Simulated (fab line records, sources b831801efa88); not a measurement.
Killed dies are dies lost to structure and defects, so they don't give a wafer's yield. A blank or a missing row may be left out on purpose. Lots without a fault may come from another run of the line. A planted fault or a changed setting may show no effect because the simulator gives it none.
Chamber matching | flow sky130 | SKY_CONTACT_CMP_04 on cmp-02: 4 sister chambers
The step polishes SiO2. 8 wafers are shown with their chamber, then 8 later ones without.

WAFERS WITH THEIR CHAMBER
wafer  | chamber | motor_current_A (A) | time_to_endpoint_s (s)
L491.2 | 0       | 13.1                | 85
L491.6 | 0       | 13.2                | 83
L493.5 | 1       | 11.5                | 83
L494.1 | 1       | 11.6                | 80
L495.2 | 3       | 11.0                | 80
L495.4 | 2       | 10.8                | 85
L495.6 | 2       | 10.9                | 84
L506.2 | 3       | 10.6                | 73

WAFERS WITHOUT THEIR CHAMBER
wafer  | motor_current_A (A) | time_to_endpoint_s (s)
L506.3 | 12.9                | 82
L506.5 | 11.9                | 78
L508.2 | 11.1                | 75
L508.3 | 11.4                | 81
L508.5 | 12.1                | 79
L513.1 | 12.9                | 81
L513.3 | 11.6                | 65
L513.4 | 11.2                | 78

WHICH CHAMBER EACH WENT THROUGH
wafer  | from the rows above          | in truth
L506.3 | 0                            | 0
L506.5 | 1                            | 1
L508.2 | can't be placed: 3 or 1 or 2 | 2
L508.3 | 1                            | 1
L508.5 | 1                            | 1
L513.1 | 0                            | 0
L513.3 | can't be placed: 1 or 3      | 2
L513.4 | can't be placed: 1 or 3 or 2 | 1
Placed correctly: 5 of 8. Can't be placed from these rows: 3 (the true chamber is among the candidates in 2). Placed wrongly: 0.
How it was worked out, from the rows above alone: a wafer's distance from a chamber is the root of the sum, over the readings, of the square of ((its reading less the chamber's mean) divided by the reading's scatter). The wafer belongs to the nearest chamber; if the next one is less than 2 further off, it can't be placed. A chamber's mean is the mean of its shown wafers. The scatter: the root of (the sum of the squares of (reading less its chamber's mean) over the shown wafers, divided by (wafers less chambers)).
